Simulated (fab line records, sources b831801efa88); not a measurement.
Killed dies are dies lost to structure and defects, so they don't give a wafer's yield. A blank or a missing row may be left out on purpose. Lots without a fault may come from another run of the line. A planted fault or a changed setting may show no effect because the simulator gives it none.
Chamber matching | flow gf180mcu | GF_V1_CMP_04 on cmp-02: 4 sister chambers
The step polishes SiO2. 8 wafers are shown with their chamber, then 8 later ones without.

WAFERS WITH THEIR CHAMBER
wafer  | chamber | motor_current_A (A) | time_to_endpoint_s (s)
L242.1 | 2       | 11.9                | 70
L242.3 | 1       | 11.2                | 74
L243.3 | 0       | 13.2                | 71
L243.6 | 3       | 12.0                | 76
L249.2 | 1       | 12.0                | 69
L249.4 | 2       | 11.9                | 71
L249.5 | 0       | 13.0                | 84
L252.2 | 3       | 11.9                | 76

WAFERS WITHOUT THEIR CHAMBER
wafer  | motor_current_A (A) | time_to_endpoint_s (s)
L252.3 | 12.4                | 61
L252.4 | 12.4                | 76
L255.1 | 12.6                | 75
L255.3 | 11.8                | 78
L255.5 | 12.7                | 85
L257.1 | 13.6                | 78
L257.3 | 12.2                | 75
L257.5 | 11.8                | 81

WHICH CHAMBER EACH WENT THROUGH
wafer  | from the rows above               | in truth
L252.3 | can't be placed: 2 or 3 or 1 or 0 | 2
L252.4 | can't be placed: 3 or 2 or 0 or 1 | 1
L255.1 | can't be placed: 0 or 3 or 2 or 1 | 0
L255.3 | can't be placed: 3 or 1 or 2      | 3
L255.5 | can't be placed: 0 or 3 or 2      | 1
L257.1 | 0                                 | 0
L257.3 | can't be placed: 3 or 2 or 1      | 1
L257.5 | can't be placed: 3 or 1 or 2      | 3
Placed correctly: 1 of 8. Can't be placed from these rows: 7 (the true chamber is among the candidates in 6). Placed wrongly: 0.
How it was worked out, from the rows above alone: a wafer's distance from a chamber is the root of the sum, over the readings, of the square of ((its reading less the chamber's mean) divided by the reading's scatter). The wafer belongs to the nearest chamber; if the next one is less than 2 further off, it can't be placed. A chamber's mean is the mean of its shown wafers. The scatter: the root of (the sum of the squares of (reading less its chamber's mean) over the shown wafers, divided by (wafers less chambers)).
